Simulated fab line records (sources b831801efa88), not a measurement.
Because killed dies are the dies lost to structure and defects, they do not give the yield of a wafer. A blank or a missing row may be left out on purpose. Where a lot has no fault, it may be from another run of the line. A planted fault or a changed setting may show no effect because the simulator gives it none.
fab line records -- flow sfq-line
[record] lots = 5, wafers = 15, last-day = 91
route steps=325 shown L0@4 L0V@16 M0@28
lots with no fault: from the same line, run without faults
start-h: the number of hours between the record's first day and the start of the first shown wafer of the lot -- wait-h: hours elapsed since this lot's preceding step -- " same as the row above -- L1.1+2: several wafers, shown together as one row -- - no value, or no start was given -- * or withheld: withheld -- < > ~ a bound
route shown NAME@n: names a module that has steps shown in the file, with the first one's number in the route -- usual: the fault-free wafers' mean and standard deviation -- same: alike in all rows -- chamber/n: place in a boat -- sites: the reading at each site -- _std_site: how widely they spread, as a standard deviation -- _edge_site: mean of outer sites minus mean of inner sites -- radius-mm: how far each site lies from the wafer's centre -- mask NAME#n: copy n -- behind: tool/chamber where the wafer was last shaped -- hold: what put the lot on hold/how long, in hours/how the hold closed -- device: which transistor (n, p or np) failed to switch -- end of line: at the end of the route, the tests of the same wafers -- step lacking rows: just its recipe -- killed: dies that structure and defects cost at the first sort, which is not the same as the wafer's yield -- map: the dies of a wafer, with x for killed, . for not killed, _ for no die there
set.NAME: setting as actually run; set.NAME@STEP: the setting as run at that earlier step -- model.NAME: the simulator's own value behind a step, which no gauge read
lots seen at some steps along the route; tables by step, rows by wafer
services: from which hour (start-h, from the record's first day; less than 0 if before it) a tool's chamber was out of use, for how many hours, and why
[[steps]]
[step SFQ_L0_RS_MEAS_901]
[recipe] thk-meas-gauge = four-point-probe, reads = MoNx_KI_of_TRILAYER_L0_DEP_SPUTTER_003
[usual] L0_MONX_KI_RS = 42.5/0.42
lot.wafer,tool,chamber,start-h,wait-h,L0_MONX_KI_RS[ohm/sq]
L878.2,film-metro-01,-,62.58,0.1,41.7
L878.3,film-metro-01,-,62.58,0.1,41.5
L878.6,film-metro-01,-,62.58,0.1,42.2
L879.1,film-metro-01,-,67.56,0.0,42.6
L879.3,film-metro-01,-,67.56,0.0,43.1
L879.4,film-metro-01,-,67.56,0.0,42.8
L889.3,film-metro-04,-,117.60,0.1,42.2
L889.4,film-metro-04,-,117.60,0.1,42.4
L889.5,film-metro-04,-,117.60,0.1,42.3
L890.4,film-metro-01,-,122.62,0.1,43.0
L890.5,film-metro-01,-,122.62,0.1,42.5
L890.6,film-metro-01,-,122.62,0.1,42.9
L891.2,film-metro-01,-,127.58,0.1,43.0
L891.4,film-metro-01,-,127.58,0.1,42.7
L891.6,film-metro-01,-,127.58,0.1,42.6
[step SFQ_L0_THK_MEAS_902]
[recipe] thk-meas-gauge = xrf, reads = MoNx_KI_of_TRILAYER_L0_DEP_SPUTTER_003
[usual] L0_MONX_KI_THK = 41.3/0.46
lot.wafer,tool,chamber,start-h,wait-h,L0_MONX_KI_THK[nm]
L878.2,film-metro-01,-,62.69,0.1,42.0
L878.3,film-metro-01,-,62.69,0.1,42.1
L878.6,film-metro-01,-,62.69,0.1,41.6
L879.1,film-metro-01,-,67.68,0.1,41.1
L879.3,film-metro-01,-,67.68,0.1,40.5
L879.4,film-metro-01,-,67.68,0.1,40.9
L889.3,film-metro-04,-,117.70,0.1,41.3
L889.4,film-metro-04,-,117.70,0.1,41.2
L889.5,film-metro-04,-,117.70,0.1,41.6
L890.4,film-metro-01,-,122.71,0.1,40.7
L890.5,film-metro-01,-,122.71,0.1,41.0
L890.6,film-metro-01,-,122.71,0.1,40.5
L891.2,film-metro-01,-,127.69,0.1,40.6
L891.4,film-metro-01,-,127.69,0.1,40.8
L891.6,film-metro-01,-,127.69,0.1,40.9
[step SFQ_TRILAYER_L0_LITHO_COAT_010]
[recipe] resist = BARC, spin-rpm = 3000, resist-thk-nm = 62
[step SFQ_TRILAYER_L0_LITHO_COAT_005]
[recipe] resist = KrF, spin-rpm = 3053, resist-thk-nm = 600
[step SFQ_TRILAYER_L0_LITHO_SOFTBAKE_009]
[recipe] temp-c = withheld, time-s = withheld, resist = KrF
[step SFQ_TRILAYER_L0_LITHO_EXPOSE_006]
[recipe] mask-id = L0, na = 0.6, source-shape = conventional, sigma-outer = 0.65, target-cd-nm = 2000, dose-mj = 14.4
[step SFQ_TRILAYER_L0_LITHO_PEB_008]
[recipe] peb-temp-c = 115, peb-time-s = 60, resist = KrF
[step SFQ_TRILAYER_L0_LITHO_DEVELOP_007]
[recipe] time-s = 60, resist = KrF
[step SFQ_TRILAYER_L0_BARC_OPEN_METAL_ETCH_010]
[recipe] mask-material = PR, chemistry = O2, target-depth-nm = 125, target = BARC, icp-w = 600, bias-w = 80, pressure-mtorr = 10, time-s = 41.7
[usual] chamber-pressure-mTorr = 10.001/0.01, drypump-motor-current-A = 5.7/0.43, oes-product-au = 0.686/0.0045
lot.wafer,tool,chamber,start-h,wait-h,chamber-pressure-mTorr,drypump-motor-current-A,oes-product-au,rf-hours-counter-h
L878.2,rie-metal-02,0,136.79,0.1,9.993,6.3,0.680,117
L878.3,rie-metal-02,1,136.79,0.1,9.998,5.5,0.686,-
L878.6,rie-metal-02,1,136.79,0.1,9.992,5.4,0.681,-
L879.1,rie-metal-02,0,142.79,0.1,10.011,6.3,0.689,118
L879.3,rie-metal-02,0,142.79,0.1,10.010,6.3,0.686,-
L879.4,rie-metal-02,1,142.79,0.1,10.000,5.4,0.680,-
L889.3,rie-metal-02,1,206.61,0.1,10.001,5.4,0.680,-
L889.4,rie-metal-02,0,206.61,0.1,9.999,6.3,0.684,-
L889.5,rie-metal-02,0,206.61,0.1,10.015,6.3,0.683,-
L890.4,rie-metal-03,0,213.83,0.1,10.006,6.1,0.688,-
L890.5,rie-metal-03,0,213.83,0.1,9.996,6.1,0.680,-
L890.6,rie-metal-03,1,213.83,0.1,9.988,6.0,0.683,-
L891.2,rie-metal-02,0,219.79,0.1,9.990,6.3,0.676,128
L891.4,rie-metal-02,0,219.79,0.1,10.005,6.3,0.687,-
L891.6,rie-metal-02,0,219.79,0.1,9.998,6.3,0.685,-
[step SFQ_TRILAYER_L0_ETCH_METAL_ETCH_008]
[recipe] target = MoNx_KI, stop-on = SiO2, mask-material = PR, chemistry = SF6/O2, target-depth-nm = 50, icp-w = 600, bias-w = 80, pressure-mtorr = 10, time-s = 25
[usual] chamber-pressure-mTorr = 9.998/0.0088, drypump-motor-current-A = 5.7/0.42, oes-product-au = 0.887/0.0066
lot.wafer,tool,chamber,start-h,wait-h,chamber-pressure-mTorr,drypump-motor-current-A,oes-product-au,rf-hours-counter-h
L878.2,rie-metal-02,0,136.85,0.0,9.987,6.3,0.898,117
L878.3,rie-metal-02,1,136.85,0.0,9.986,5.4,0.900,-
L878.6,rie-metal-02,1,136.85,0.0,10.006,5.4,0.883,-
L879.1,rie-metal-02,0,142.85,0.0,10.001,6.3,0.880,118
L879.3,rie-metal-02,0,142.85,0.0,9.999,6.3,0.877,-
L879.4,rie-metal-02,1,142.85,0.0,9.992,5.5,0.881,-
L889.3,rie-metal-02,1,206.67,0.0,10.007,5.4,0.887,-
L889.4,rie-metal-02,0,206.67,0.0,9.992,6.2,0.886,-
L889.5,rie-metal-02,0,206.67,0.0,9.997,6.2,0.893,-
L890.4,rie-metal-03,0,213.89,0.0,10.005,6.1,0.881,-
L890.5,rie-metal-03,0,213.89,0.0,9.994,6.1,0.886,-
L890.6,rie-metal-03,1,213.89,0.0,9.996,6.0,0.880,-
L891.2,rie-metal-02,0,219.85,0.0,10.008,6.3,0.877,128
L891.4,rie-metal-02,0,219.85,0.0,9.999,6.3,0.886,-
L891.6,rie-metal-02,0,219.85,0.0,9.984,6.3,0.884,-
[step SFQ_TRILAYER_L0_STRIP_STRIP_009]
[recipe] gas = O2, power-w = 200, platen-temp-c = 40, overash-fraction = 0.65, chemistry = O2, pressure-mtorr = 50
[step SFQ_TRILAYER_L0_STRIP_SOLV_CLEAN_010]
[recipe] chemistry = NMP, temp-c = 70, time-s = 600
[step SFQ_TRILAYER_L0_CAP_PECVD_011]
[recipe] material = SiO2, temp-c = 150, time-s = 13.333, pressure-torr = 2.4, rf-w = 183.3, precursor = SiH4/N2O, target-thk-nm = 60
[usual] heater-power-outer-w = 26/7.8, heater-power-w = 79/13, rf-fwd-power-W = 180.1/0.86, showerhead-vpp-V = 847/42, throttle-valve-pct = 24.4/0.92
lot.wafer,tool,chamber,start-h,wait-h,heater-power-outer-w,heater-power-w,rf-fwd-power-W,showerhead-vpp-V,throttle-valve-pct,model.SiO2_of_TRILAYER_L0_CAP_PECVD_011.thk-nm
L878.2,pecvd-02,2,137.68,0.0,32,88,178.1,813,24.8,59.39
L878.3,pecvd-02,1,137.68,0.0,23,71,180.4,877,24.3,58.88
L878.6,pecvd-02,1,137.68,0.0,23,72,181.0,873,24.4,59.61
L879.1,pecvd-02,1,143.67,0.0,3,46,253.0,1050,24.7,65.43
L879.3,pecvd-02,2,143.67,0.0,31,84,178.8,804,24.8,59.41
L879.4,pecvd-02,1,143.67,0.0,4,46,254.1,1038,24.4,67.21
L889.3,pecvd-04,0,207.47,0.0,19,62,179.6,772,24.3,58.81
L889.4,pecvd-04,2,207.47,0.0,32,84,180.2,881,23.3,60.13
L889.5,pecvd-04,1,207.47,0.0,24,75,180.9,869,24.1,59.76
L890.4,pecvd-01,1,214.71,0.0,29,75,178.4,849,24.3,60.05
L890.5,pecvd-01,0,214.71,0.0,35,102,181.0,816,22.3,60.2
L890.6,pecvd-01,2,214.71,0.0,29,78,181.4,813,23.2,60.02
L891.2,pecvd-01,0,220.67,0.0,34,99,180.0,824,22.4,59.68
L891.4,pecvd-01,0,220.67,0.0,33,102,179.5,818,22.2,59.91
L891.6,pecvd-01,2,220.67,0.0,27,76,180.8,825,23.0,61.11
[step SFQ_TRILAYER_L0_VIA_LITHO_COAT_018]
[recipe] resist = BARC, spin-rpm = 3000, resist-thk-nm = 62
[step SFQ_TRILAYER_L0_VIA_LITHO_COAT_013]
[recipe] resist = KrF, spin-rpm = 3000, resist-thk-nm = 650
[step SFQ_TRILAYER_L0_VIA_LITHO_SOFTBAKE_017]
[recipe] temp-c = withheld, time-s = withheld, resist = KrF
[step SFQ_TRILAYER_L0_VIA_LITHO_EXPOSE_014]
[recipe] mask-id = L0V, na = 0.6, source-shape = conventional, sigma-outer = 0.65, target-cd-nm = 700, dose-mj = 21.3
[step SFQ_TRILAYER_L0_VIA_LITHO_PEB_016]
[recipe] peb-temp-c = 115, peb-time-s = 60, resist = KrF
[step SFQ_TRILAYER_L0_VIA_LITHO_DEVELOP_015]
[recipe] time-s = 60, resist = KrF
[step SFQ_L0V_OVL_MEAS_903]
[usual] L0V_OVL = -4/6.6
lot.wafer,tool,chamber,start-h,wait-h,L0V_OVL[nm]
L878.2,overlay-02,-,235.40,0.1,-9
L878.3,overlay-02,-,235.40,0.1,-7
L878.6,overlay-02,-,235.40,0.1,-8
L879.1,overlay-01,-,243.79,0.1,3
L879.3,overlay-01,-,243.79,0.1,-1
L879.4,overlay-01,-,243.79,0.1,-3
L889.3,overlay-02,-,312.21,0.1,-6
L889.4,overlay-02,-,312.21,0.1,-6
L889.5,overlay-02,-,312.21,0.1,-10
L890.4,overlay-02,-,321.82,0.1,0
L890.5,overlay-02,-,321.82,0.1,-6
L890.6,overlay-02,-,321.82,0.1,-4
L891.2,overlay-01,-,329.01,0.1,-14
L891.4,overlay-01,-,329.01,0.1,-15
L891.6,overlay-01,-,329.01,0.1,-14
[step SFQ_TRILAYER_L0_VIA_BARC_OPEN_VIA_ETCH_021]
[recipe] mask-material = PR, chemistry = O2, target-depth-nm = 125, target = BARC, source-w = 500, bias-w = 80, pressure-mtorr = 30, time-s = 41.7
[usual] chamber-pressure-mTorr = 30.002/0.024, drypump-motor-current-A = 5.6/0.44, oes-product-au = 0.685/0.005
lot.wafer,tool,chamber,start-h,wait-h,chamber-pressure-mTorr,drypump-motor-current-A,oes-product-au,rf-hours-counter-h
L878.2,rie-diel-04,2,235.43,0.0,30.001,5.0,0.685,39
L878.3,rie-diel-04,1,235.43,0.0,30.008,6.0,0.687,117
L878.6,rie-diel-04,3,235.43,0.0,30.008,5.7,0.680,-
L879.1,rie-diel-04,2,243.83,0.0,30.022,5.0,0.687,39
L879.3,rie-diel-04,3,243.83,0.0,30.000,5.7,0.680,90
L879.4,rie-diel-04,0,243.83,0.0,30.026,5.0,0.694,120
L889.3,rie-diel-02,3,312.24,0.0,29.999,5.4,0.682,52
L889.4,rie-diel-02,1,312.24,0.0,30.008,6.0,0.688,69
L889.5,rie-diel-02,3,312.24,0.0,29.975,5.4,0.693,-
L890.4,rie-diel-04,3,321.84,0.0,30.007,5.7,0.683,91
L890.5,rie-diel-04,0,321.84,0.0,30.054,5.0,0.686,-
L890.6,rie-diel-04,1,321.84,0.0,29.975,6.0,0.688,-
L891.2,rie-diel-04,1,329.04,0.0,30.004,6.0,0.689,118
L891.4,rie-diel-04,2,329.04,0.0,29.964,5.0,0.679,40
L891.6,rie-diel-04,2,329.04,0.0,29.954,5.0,0.677,-
[step SFQ_TRILAYER_L0_VIA_ETCH_VIA_ETCH_016]
[recipe] target = SiO2, stop-on = MoNx_KI, mask-material = PR, chemistry = CHF3, target-depth-nm = 80, source-w = 500, bias-w = 78.19, pressure-mtorr = 30, time-s = withheld
[usual] chamber-pressure-mTorr = 30.001/0.028, drypump-motor-current-A = 5.6/0.44, oes-product-au = 0.843/0.0074
lot.wafer,tool,chamber,start-h,wait-h,chamber-pressure-mTorr,drypump-motor-current-A,oes-product-au,model.etch.depth-nm,model.L0V.feature-depth-nm
L878.2,rie-diel-04,2,235.47,0.0,29.987,5.0,0.839,59.39,59.39
L878.3,rie-diel-04,1,235.47,0.0,29.995,6.0,0.833,58.88,58.88
L878.6,rie-diel-04,3,235.47,0.0,30.012,5.7,0.842,59.61,59.61
L879.1,rie-diel-04,2,243.87,0.0,29.999,5.0,0.886,65.43,65.43
L879.3,rie-diel-04,3,243.87,0.0,30.067,5.7,0.839,59.41,59.41
L879.4,rie-diel-04,0,243.87,0.0,30.048,5.0,0.910,67.21,67.21
L889.3,rie-diel-02,3,312.28,0.0,30.034,5.4,0.827,58.81,58.81
L889.4,rie-diel-02,1,312.28,0.0,29.990,6.0,0.848,60.13,60.13
L889.5,rie-diel-02,3,312.28,0.0,30.008,5.4,0.847,59.76,59.76
L890.4,rie-diel-04,3,321.88,0.0,30.044,5.7,0.840,60.05,60.05
L890.5,rie-diel-04,0,321.88,0.0,30.021,5.0,0.844,60.2,60.2
L890.6,rie-diel-04,1,321.88,0.0,29.964,5.9,0.842,60.02,60.02
L891.2,rie-diel-04,1,329.08,0.0,29.990,6.0,0.841,59.68,59.68
L891.4,rie-diel-04,2,329.08,0.0,30.033,5.0,0.843,59.91,59.91
L891.6,rie-diel-04,2,329.08,0.0,30.007,5.0,0.860,61.11,61.11
[step SFQ_TRILAYER_L0_VIA_STRIP_STRIP_017]
[recipe] gas = O2, power-w = 200, platen-temp-c = 40, overash-fraction = 0.65, chemistry = O2, pressure-mtorr = 50
[usual] chamber-pressure-mTorr = 50.00/0.047, drypump-motor-current-A = 6.0/0.32, oes-product-au = 1.003/0.0076
lot.wafer,tool,chamber,start-h,wait-h,chamber-pressure-mTorr,drypump-motor-current-A,oes-product-au,rf-hours-counter-h
L878.2,rie-metal-03,1,235.51,-,49.99,6.0,1.002,191
L878.3,rie-metal-03,0,235.51,-,50.02,6.1,1.021,-
L878.6,rie-metal-03,0,235.51,-,50.00,6.1,1.002,-
L879.1,rie-metal-02,0,243.91,-,49.90,6.3,1.005,131
L879.3,rie-metal-02,0,243.91,-,49.91,6.4,1.004,-
L879.4,rie-metal-02,1,243.91,-,50.00,5.4,1.015,-
L889.3,rie-metal-01,1,312.52,-,50.03,5.9,0.999,-
L889.4,rie-metal-01,0,312.52,-,50.01,6.4,1.003,-
L889.5,rie-metal-01,0,312.52,-,50.02,6.5,1.003,-
L890.4,rie-metal-02,0,322.12,-,49.98,6.3,0.991,-
L890.5,rie-metal-02,1,322.12,-,49.97,5.4,1.010,-
L890.6,rie-metal-02,0,322.12,-,50.03,6.4,0.999,-
L891.2,rie-metal-01,0,329.12,-,50.10,6.4,0.995,165
L891.4,rie-metal-01,1,329.12,-,49.94,5.9,1.011,-
L891.6,rie-metal-01,1,329.12,-,50.03,5.9,1.005,-
[step SFQ_TRILAYER_L0_VIA_STRIP_SOLV_CLEAN_018]
[recipe] chemistry = NMP, temp-c = 70, time-s = 600
[step SFQ_TRILAYER_M0_DEP_PRE_CLEAN_020]
[recipe] gas = Ar, time-s = 15, bias-v = 250
lot.wafer,tool,chamber,start-h,wait-h,model.SiO2_of_TRILAYER_L0_CAP_PECVD_011.thk-nm
L878.2,pvd-sputter-06,-,236.29,0.0,54.39
L878.3,pvd-sputter-06,-,236.29,0.0,53.88
L878.6,pvd-sputter-06,-,236.29,0.0,54.61
L879.1,pvd-sputter-04,-,244.69,0.0,60.43
L879.3,pvd-sputter-04,-,244.69,0.0,54.41
L879.4,pvd-sputter-04,-,244.69,0.0,62.21
L889.3,pvd-sputter-04,-,313.10,0.0,53.81
L889.4,pvd-sputter-04,-,313.10,0.0,55.13
L889.5,pvd-sputter-04,-,313.10,0.0,54.76
L890.4,pvd-sputter-06,-,322.71,0.0,55.05
L890.5,pvd-sputter-06,-,322.71,0.0,55.2
L890.6,pvd-sputter-06,-,322.71,0.0,55.02
L891.2,pvd-sputter-04,-,329.90,0.0,54.68
L891.4,pvd-sputter-04,-,329.90,0.0,54.91
L891.6,pvd-sputter-04,-,329.90,0.0,56.11
[step SFQ_TRILAYER_M0_DEP_SPUTTER_019]
[recipe] material = Nb, base-pressure-pa = 1.33e-06, chamber-pressure-pa = 0.1333, substrate-temp-c = 20, resputter-cathode-voltage-v = 400, target-thk-nm = 200, power-w = 2000, time-s = 133.3
[usual] throttle-valve-pct = 29.9/1
lot.wafer,tool,chamber,start-h,wait-h,throttle-valve-pct
L878.2,pvd-sputter-06,-,236.31,0.0,29.3
L878.3,pvd-sputter-06,-,236.31,0.0,30.1
L878.6,pvd-sputter-06,-,236.31,0.0,29.8
L879.1,pvd-sputter-04,-,244.71,0.0,30.8
L879.3,pvd-sputter-04,-,244.71,0.0,30.0
L879.4,pvd-sputter-04,-,244.71,0.0,31.1
L889.3,pvd-sputter-04,-,313.12,0.0,31.3
L889.4,pvd-sputter-04,-,313.12,0.0,29.1
L889.5,pvd-sputter-04,-,313.12,0.0,30.9
L890.4,pvd-sputter-06,-,322.74,0.0,30.4
L890.5,pvd-sputter-06,-,322.74,0.0,30.2
L890.6,pvd-sputter-06,-,322.74,0.0,29.3
L891.2,pvd-sputter-04,-,329.92,0.0,29.2
L891.4,pvd-sputter-04,-,329.92,0.0,31.0
L891.6,pvd-sputter-04,-,329.92,0.0,31.2
[[services]]
tool,chamber,start-h,hours,kind
pecvd-02,-,117.22,0.6,repair
rie-diel-04,-,117.66,0.4,repair
pvd-sputter-06,-,121.34,4.2,repair
pvd-sputter-06,-,124.22,4.8,repair
rie-diel-04,-,128.78,4.7,repair
pecvd-01,-,130.65,1.5,repair
pvd-sputter-04,-,149.92,23.8,repair
pecvd-01,-,159.95,5.5,pm
pvd-sputter-06,-,167.73,2.3,repair
rie-metal-03,-,169.01,2.8,pm
pecvd-01,-,194.25,14.0,pm
pecvd-02,-,196.61,2.5,repair
pvd-sputter-04,-,197.64,2.4,repair
rie-diel-02,-,200.08,0.3,repair
pecvd-01,-,204.49,2.6,repair
pvd-sputter-04,-,208.55,14.3,repair
pvd-sputter-04,-,222.90,4.3,repair
rie-diel-04,0,230.65,2.6,repair
pecvd-01,1,232.35,8.2,repair
rie-diel-02,0,259.67,21.3,repair
pvd-sputter-04,-,259.74,3.3,repair
pvd-sputter-04,-,267.15,3.2,repair
rie-diel-04,-,269.70,14.6,pm
rie-diel-04,3,297.24,2.6,repair
[[key]]
[first-sign] step = SFQ_TRILAYER_L0_CAP_PECVD_011, reading = rf-fwd-power-W, direction = up, sigmas = 86, usual = 180.1, struck = 253.6
[effect] step = SFQ_TRILAYER_L0_CAP_PECVD_011, reading = showerhead-vpp-V, direction = up, sigmas = 4.7, usual = 847, struck = 1044
[effect] step = SFQ_TRILAYER_L0_VIA_ETCH_VIA_ETCH_016, reading = oes-product-au, direction = up, sigmas = 7.4, usual = 0.843, struck = 0.898
[model-effect] step = SFQ_TRILAYER_L0_CAP_PECVD_011, value = SiO2_of_TRILAYER_L0_CAP_PECVD_011.thk-nm, without = 59.95, struck = 66.32
[model-effect] step = SFQ_TRILAYER_L0_VIA_ETCH_VIA_ETCH_016, value = etch.depth-nm, without = 59.95, struck = 66.32
[model-effect] step = SFQ_TRILAYER_M0_DEP_PRE_CLEAN_020, value = SiO2_of_TRILAYER_L0_CAP_PECVD_011.thk-nm, without = 54.95, struck = 61.32
met-at SFQ_TRILAYER_L0_CAP_PECVD_011
struck-wafers L879.1,L879.4
onset-between 137.68 143.67
[fault] kind = process-parameter-drift, tool = pecvd-02, chamber = 1, onset-h = 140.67, steps = SFQ_TRILAYER_L0_CAP_PECVD_011, channel = rf-w, offset = 73.32, shape = step, end-h = 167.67, acts-in = these-recipes-only, stated = 183.3
